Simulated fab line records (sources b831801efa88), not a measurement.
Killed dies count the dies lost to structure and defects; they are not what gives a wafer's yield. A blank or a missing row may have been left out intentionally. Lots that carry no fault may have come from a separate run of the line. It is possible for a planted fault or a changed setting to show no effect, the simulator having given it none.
fab line records | flow sky130
record lots=7 | wafers=21 | lastDay=49
route steps=708 shown LDD_P@259 LDD_HVN@267 PAD_OPEN@708
lots untouched by any fault: they come from a run of this same line in which no faults occurred
startH: hours from the record's first day to the start of the lot's first wafer shown | waitH: hours from the lot's prior step to this one | " same as the row above | L1.1+2: several wafers, shown together as one row | - no value, or no start given | * or withheld: withheld | < > ~ a bound
route shown NAME@n: names a module that has steps shown in the file, with the first one's number in the route | usual: mean/standard deviation taken from wafers without a fault | same: alike in all rows | chamber/n: place in a boat | sites: readings site by site | _std_site: standard deviation of those values | _edge_site: outer sites' mean less inner sites' | radiusMm: for every site, how far away it sits from the centre of the wafer | mask NAME#n: copy n | behind: tool/chamber where the wafer was last shaped | hold: cause of the lot's hold/its duration in hours/its outcome | device: whichever transistor did not switch (one of n, p or np) | end of line: at the end of the route, the tests of the same wafers | a step with no rows: only its recipe | killed: the dies lost at the first sort to structure and to defects; this is not the yield of the wafer | map: the dies of a wafer, with x for killed, . for not killed, _ for no die there
set.NAME: the run value of the setting; set.NAME@STEP: its run value at that earlier step | model.NAME: the simulator's own value behind a step, which no gauge read
lots at some steps of the route; a table a step, a row a wafer
services: the hour from which a tool's chamber was out of use, counted from the record's first day as startH (under 0 if before that day), plus the number of hours and why
## steps
# step SKY_LDD_P_EXPOSE_04
# recipe maskId=PSDM | na=0.6 | sourceShape=conventional | sigmaOuter=0.6 | polarization=unpolarized | targetCdNm=380 | doseMj=138
# step SKY_LDD_P_PEB_05
# recipe tempC=withheld | timeS=* | resist=NOVOLAK
# step SKY_LDD_P_DEVELOP_06
# recipe resist=NOVOLAK | developer=TMAH | developTimeS=60 | devTempC=23
# step SKY_LDD_P_CD_MEAS_07
# recipe targetCdNm=380
# usual cdNm=380.9/2.3
lot.wafer | tool     | chamber | startH | waitH | cdNm
L429.1    | cdSem-01 | -       | 467.64 | 0.1   | 382.2
L429.4    | "        | -       | "      | "     | 383.1
L429.6    | "        | -       | "      | "     | 383.6
L434.3    | cdSem-01 | -       | 470.79 | 0.1   | 380.4
L434.4    | "        | -       | "      | "     | 381.8
L434.5    | "        | -       | "      | "     | 381.3
L433.1    | cdSem-01 | -       | 471.99 | 0.1   | 381.2
L433.5    | "        | -       | "      | "     | 378.9
L433.6    | "        | -       | "      | "     | 381.7
L436.1    | cdSem-01 | -       | 500.00 | 0.1   | 380.3
L436.5    | "        | -       | "      | "     | 379.1
L436.6    | "        | -       | "      | "     | 379.5
L437.3    | cdSem-02 | -       | 507.74 | 0.1   | 377.5
L437.4    | "        | -       | "      | "     | 381.1
L437.6    | "        | -       | "      | "     | 381.3
L439.1    | cdSem-02 | -       | 527.34 | 0.1   | 381.5
L439.3    | "        | -       | "      | "     | 378.8
L439.6    | "        | -       | "      | "     | 380.3
L445.3    | cdSem-02 | -       | 580.43 | 0.1   | 375.6
L445.4    | "        | -       | "      | "     | 376.1
L445.5    | "        | -       | "      | "     | 377.8
# step SKY_LDD_P_OVL_MEAS_08
# usual LDD_P_OVL=0.0/1.4
lot.wafer | tool       | chamber | startH | waitH | LDD_P_OVL[nm]
L429.1    | overlay-01 | -       | 467.76 | 0.1   | 2.8
L429.4    | "          | -       | "      | "     | 1.8
L429.6    | "          | -       | "      | "     | 0.2
L434.3    | overlay-01 | -       | 470.88 | 0.1   | 1.2
L434.4    | "          | -       | "      | "     | -0.7
L434.5    | "          | -       | "      | "     | -0.7
L433.1    | overlay-02 | -       | 472.11 | 0.1   | -1.2
L433.5    | "          | -       | "      | "     | -0.2
L433.6    | "          | -       | "      | "     | -1.4
L436.1    | overlay-01 | -       | 500.12 | 0.1   | 0.5
L436.5    | "          | -       | "      | "     | 0.1
L436.6    | "          | -       | "      | "     | 0.0
L437.3    | overlay-01 | -       | 507.83 | 0.1   | -2.6
L437.4    | "          | -       | "      | "     | -2.9
L437.6    | "          | -       | "      | "     | -0.5
L439.1    | overlay-01 | -       | 527.46 | 0.1   | 0.6
L439.3    | "          | -       | "      | "     | 0.0
L439.6    | "          | -       | "      | "     | 1.3
L445.3    | overlay-01 | -       | 580.53 | 0.1   | -0.6
L445.4    | "          | -       | "      | "     | 1.9
L445.5    | "          | -       | "      | "     | -0.6
# step SKY_LDD_P_IMPLANT_09
# recipe species=BF2 | energyKev=25 | doseCm2=1e+13 | tiltDeg=withheld
# step SKY_LDD_P_STRIP_10
# recipe chemistry=O2/N2 | powerW=1400 | pressureMtorr=1500 | platenTempC=withheld | o2FlowSccm=3000 | n2FlowSccm=300 | overashFraction=0.5
# usual chamberPressureMTorr=1500.0/1.3 | drypumpMotorCurrentA=6.0/0.51 | oesProductAu=0.716/0.005 | stripTimeToEndpointS=14.19/0.05
lot.wafer | tool           | chamber | startH | waitH | chamberPressureMTorr | drypumpMotorCurrentA | oesProductAu | rfHoursCounterH | stripTimeToEndpointS
L429.1    | plasmaAsher-02 | 1       | 467.95 | 0.1   | 1500.5               | 6.8                  | 0.705        | 4               | 14.21
L429.4    | "              | 0       | "      | "     | 1500.7               | 6.1                  | 0.715        | -               | 14.25
L429.6    | "              | 1       | "      | "     | 1501.3               | 6.8                  | 0.713        | -               | 14.24
L434.3    | plasmaAsher-03 | 1       | 471.09 | 0.1   | 1499.5               | 5.3                  | 0.718        | -               | 14.23
L434.4    | "              | 0       | "      | "     | 1499.9               | 5.8                  | 0.717        | -               | 14.23
L434.5    | "              | 0       | "      | "     | 1499.5               | 5.8                  | 0.717        | -               | 14.24
L433.1    | plasmaAsher-01 | 1       | 472.30 | 0.1   | 1499.0               | 5.5                  | 0.723        | 83              | 14.13
L433.5    | "              | 1       | "      | "     | 1502.8               | 5.6                  | 0.718        | -               | 14.15
L433.6    | "              | 0       | "      | "     | 1502.6               | 6.1                  | 0.719        | -               | 14.12
L436.1    | plasmaAsher-03 | 0       | 500.30 | 0.1   | 1499.5               | 5.8                  | 0.706        | 40              | 14.12
L436.5    | "              | 1       | "      | "     | 1498.4               | 5.3                  | 0.706        | -               | 14.06
L436.6    | "              | 0       | "      | "     | 1499.0               | 5.8                  | 0.716        | -               | 14.16
L437.3    | plasmaAsher-02 | 0       | 508.03 | 0.1   | 1499.4               | 6.1                  | 0.715        | -               | 14.29
L437.4    | "              | 1       | "      | "     | 1500.0               | 6.8                  | 0.724        | -               | 14.23
L437.6    | "              | 1       | "      | "     | 1499.6               | 6.8                  | 0.714        | -               | 14.22
L439.1    | plasmaAsher-02 | 0       | 527.65 | 0.1   | 1500.5               | 6.1                  | 0.715        | 10              | 14.21
L439.3    | "              | 0       | "      | "     | 1500.2               | 6.1                  | 0.716        | -               | 14.25
L439.6    | "              | 0       | "      | "     | 1500.8               | 6.1                  | 0.712        | -               | 14.24
L445.3    | plasmaAsher-03 | 1       | 580.73 | 0.1   | 1503.5               | 5.3                  | 0.713        | -               | 14.10
L445.4    | "              | 0       | "      | "     | 1501.2               | 5.8                  | 0.718        | -               | 14.11
L445.5    | "              | 0       | "      | "     | 1499.9               | 5.8                  | 0.715        | -               | 14.09
# step SKY_LDD_P_TW_MEAS_11
# usual LDD_P_TW=628/3.8
lot.wafer | tool         | chamber | startH | waitH | LDD_P_TW
L429.1    | filmMetro-04 | -       | 468.05 | 0.1   | 637
L429.4    | "            | -       | "      | "     | 635
L429.6    | "            | -       | "      | "     | 639
L434.3    | filmMetro-03 | -       | 471.18 | 0.1   | 626
L434.4    | "            | -       | "      | "     | 629
L434.5    | "            | -       | "      | "     | 623
L433.1    | filmMetro-03 | -       | 472.40 | 0.1   | 629
L433.5    | "            | -       | "      | "     | 628
L433.6    | "            | -       | "      | "     | 628
L436.1    | filmMetro-04 | -       | 500.40 | 0.1   | 638
L436.5    | "            | -       | "      | "     | 637
L436.6    | "            | -       | "      | "     | 637
L437.3    | filmMetro-02 | -       | 508.12 | 0.1   | 626
L437.4    | "            | -       | "      | "     | 623
L437.6    | "            | -       | "      | "     | 628
L439.1    | filmMetro-04 | -       | 527.75 | 0.1   | 630
L439.3    | "            | -       | "      | "     | 634
L439.6    | "            | -       | "      | "     | 632
L445.3    | filmMetro-03 | -       | 580.82 | 0.1   | 628
L445.4    | "            | -       | "      | "     | 628
L445.5    | "            | -       | "      | "     | 627
# step SKY_LDD_HVN_DEHYDRATE_00
# recipe tempC=200 | timeS=60
# step SKY_LDD_HVN_HMDS_01
# recipe primeTimeS=60 | primeTempC=120
# step SKY_LDD_HVN_COAT_02
# recipe resist=NOVOLAK | spinRpm=3000 | resistThkNm=300
# step SKY_LDD_HVN_SOFTBAKE_03
# recipe tempC=90 | timeS=60 | resist=NOVOLAK
# step SKY_LDD_HVN_EXPOSE_04
# recipe maskId=HVNTM | na=0.6 | sourceShape=conventional | sigmaOuter=0.6 | polarization=unpolarized | targetCdNm=700 | doseMj=127
lot.wafer  | tool            | chamber | startH | waitH | mask    | model.LDD_HVN.overlayXNm
L429.1+4+6 | ilineStepper-01 | 0       | 482.74 | -     | HVNTM#0 | -0.2288
L434.3+4+5 | ilineStepper-01 | 0       | 487.05 | -     | HVNTM#0 | -85.9
L433.1+5+6 | ilineStepper-01 | 0       | 487.55 | -     | HVNTM#0 | -86.76
L436.1+5+6 | ilineStepper-02 | 0       | 515.84 | -     | HVNTM#0 | -1.107
L437.3+4+6 | ilineStepper-01 | 0       | 523.51 | -     | HVNTM#0 | -86.89
L439.1+3+6 | ilineStepper-02 | 0       | 542.73 | -     | HVNTM#0 | 0.8199
L445.3+4+5 | ilineStepper-02 | 0       | 595.23 | -     | HVNTM#0 | -0.1969
# step SKY_LDD_HVN_PEB_05
# recipe tempC=withheld | timeS=* | resist=NOVOLAK
# step SKY_LDD_HVN_DEVELOP_06
# recipe resist=NOVOLAK | developer=TMAH | developTimeS=60 | devTempC=23
# step SKY_LDD_HVN_OVL_MEAS_07
# usual LDD_HVN_OVL=-1.1/1.5
lot.wafer | tool       | chamber | startH | waitH | LDD_HVN_OVL[nm]
L429.1    | overlay-02 | -       | 497.79 | 0.1   | 1.3
L429.4    | "          | -       | "      | "     | 0.6
L429.6    | "          | -       | "      | "     | -2.1
L434.3    | overlay-02 | -       | 501.90 | 0.1   | -86.2
L434.4    | "          | -       | "      | "     | -87.3
L434.5    | "          | -       | "      | "     | -87.5
L433.1    | overlay-01 | -       | 502.19 | 0.1   | -88.4
L433.5    | "          | -       | "      | "     | -87.1
L433.6    | "          | -       | "      | "     | -88.7
L436.1    | overlay-01 | -       | 530.84 | 0.1   | -3.6
L436.5    | "          | -       | "      | "     | -1.6
L436.6    | "          | -       | "      | "     | -2.5
L437.3    | overlay-01 | -       | 537.41 | 0.1   | -85.9
L437.4    | "          | -       | "      | "     | -87.8
L437.6    | "          | -       | "      | "     | -88.6
L439.1    | overlay-02 | -       | 557.94 | 0.1   | -1.4
L439.3    | "          | -       | "      | "     | -1.7
L439.6    | "          | -       | "      | "     | 0.7
L445.3    | overlay-01 | -       | 610.56 | 0.1   | -1.6
L445.4    | "          | -       | "      | "     | -3.2
L445.5    | "          | -       | "      | "     | -1.7
# step SKY_LDD_HVN_IMPLANT_08
# recipe species=P | energyKev=60 | doseCm2=3e+13 | tiltDeg=40
# step SKY_PAD_OPEN_PROBE_99
# usual defectLimitedYield=82.4/2 | killed_at_M0_to_M3=44/7.4 | killed_at_M4_up=3.0/1.6 | killedAtContacts=24/5 | killedAtFrontEnd=15/4.6 | killedAtOther=0.4/0.65 | killedDies=86/9.6 | killedOpen=48/7.4 | killedShort=38/6.9 | sort_bin_3_pad_short=0.9/0.43 | sort_bin_5_function=10.4/1.3 | sort_bin_6_memory=6.3/1.2 | sortNPass=406/9.6 | sortYieldPct=82.4/2
# same grossDies=492 | killedAtBackSide=0 | sort_bin_4_leakage[%]=0 | sort_bin_8_speed[%]=0
lot.wafer | tool      | chamber | startH  | waitH | defectLimitedYield[%] | killed_at_M0_to_M3 | killed_at_M4_up | killedAtContacts | killedAtFrontEnd | killedAtOther | killedDies | killedOpen | killedShort | sort_bin_3_pad_short[%] | sort_bin_5_function[%] | sort_bin_6_memory[%] | sortNPass | sortYieldPct[%]
L439.1    | prober-02 | -       | 1133.69 | 0.1   | 79.1                  | 55                 | 2               | 29               | 16               | 1             | 103        | 53         | 49          | 1.0                     | 11.4                   | 8.5                  | 389       | 79.1
L439.3    | prober-02 | -       | 1133.79 | 0.2   | 82.7                  | 47                 | 1               | 29               | 8                | 0             | 85         | 44         | 40          | 0.6                     | 11.0                   | 5.7                  | 407       | 82.7
L439.6    | prober-02 | -       | 1133.94 | 0.2   | 83.5                  | 52                 | 2               | 20               | 7                | 0             | 81         | 38         | 43          | 1.2                     | 8.9                    | 6.3                  | 411       | 83.5
L445.3    | prober-01 | -       | 1168.16 | 0.2   | 82.7                  | 48                 | 3               | 25               | 9                | 0             | 85         | 49         | 36          | 0.6                     | 10.8                   | 5.9                  | 407       | 82.7
L445.4    | prober-01 | -       | 1168.21 | 0.2   | 81.9                  | 47                 | 1               | 36               | 5                | 0             | 89         | 52         | 36          | 0.8                     | 10.8                   | 6.5                  | 403       | 81.9
L445.5    | prober-01 | -       | 1168.26 | 0.2   | 80.9                  | 52                 | 3               | 29               | 9                | 1             | 94         | 49         | 42          | 0.8                     | 10.2                   | 8.1                  | 398       | 80.9
# killed by level:class
L439.1 VIA1:geometricParticle:open=12 METAL2:geometricParticle:short=9 VIA1:geometricParticle:short=8 VIA2:geometricParticle:open=8 LI_CONTACT:geometricParticle:open=7 CONTACT:geometricParticle:open=7 CONTACT:geometricParticle:short=6 VIA3:geometricParticle:open=6
L439.3 VIA1:geometricParticle:open=10 LI_CONTACT:geometricParticle:open=9 CONTACT:geometricParticle:open=8 VIA2:geometricParticle:open=8 VIA1:geometricParticle:short=7 METAL1:geometricParticle:short=5 LOCAL_INTERCONNECT:geometricParticle:short=4 CONTACT:geometricParticle:short=4
L439.6 METAL1:geometricParticle:short=8 VIA3:geometricParticle:open=7 VIA1:geometricParticle:open=7 VIA2:geometricParticle:open=7 CONTACT:geometricParticle:open=6 CONTACT:geometricParticle:short=6 METAL2:geometricParticle:short=5 VIA2:geometricParticle:short=5
L445.3 VIA2:geometricParticle:open=10 VIA1:geometricParticle:open=9 CONTACT:geometricParticle:open=8 LI_CONTACT:geometricParticle:open=7 VIA3:geometricParticle:open=6 METAL2:geometricParticle:short=5 VIA1:geometricParticle:short=4 VIA3:geometricParticle:short=4
L445.4 VIA1:geometricParticle:open=16 CONTACT:geometricParticle:open=14 LI_CONTACT:geometricParticle:open=8 METAL1:geometricParticle:short=7 VIA1:geometricParticle:short=6 CONTACT:geometricParticle:short=5 VIA2:geometricParticle:open=5 VIA3:geometricParticle:open=5
L445.5 VIA3:geometricParticle:open=10 CONTACT:geometricParticle:open=10 LI_CONTACT:geometricParticle:open=7 VIA1:geometricParticle:open=7 LOCAL_INTERCONNECT:geometricParticle:short=6 VIA2:geometricParticle:open=6 METAL1:geometricParticle:short=5 VIA1:geometricParticle:short=5
## services
tool            | chamber | startH | hours | kind
ilineStepper-01 | -       | 462.93 | 1.7   | pm
ilineStepper-01 | -       | 488.05 | 4.4   | pm
ilineStepper-01 | 0       | 489.32 | -     | calibration
plasmaAsher-01  | -       | 519.53 | 15.6  | pm
ilineStepper-02 | -       | 543.63 | 7.0   | repair
ilineStepper-01 | -       | 592.29 | 6.6   | repair
## key
firstSign step=SKY_LDD_HVN_OVL_MEAS_07 | reading=LDD_HVN_OVL | direction=down | sigmas=57 | usual=-1.1 | struck=-87.5
effect none on later readings
modelEffect step=SKY_LDD_HVN_EXPOSE_04 | value=LDD_HVN.overlayXNm | without=0.4898 | struck=-86.52
metAt SKY_LDD_HVN_EXPOSE_04
struckWafers L433.1,L433.5,L433.6,L434.3,L434.4,L434.5,L437.3,L437.4,L437.6
rowsEnd L433.1,L433.5,L433.6,L434.3,L434.4,L434.5,L437.3,L437.4,L437.6
onsetBetween 482.74 487.05
fault kind=scannerMatchingOverlay | tool=ilineStepper-01 | chamber=- | onsetH=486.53 | steps=SKY_LDD_HVN_EXPOSE_04 | offset=-87.008
# rowsEnd: these wafers met a further fault down the route, and their rows from its step on are left out
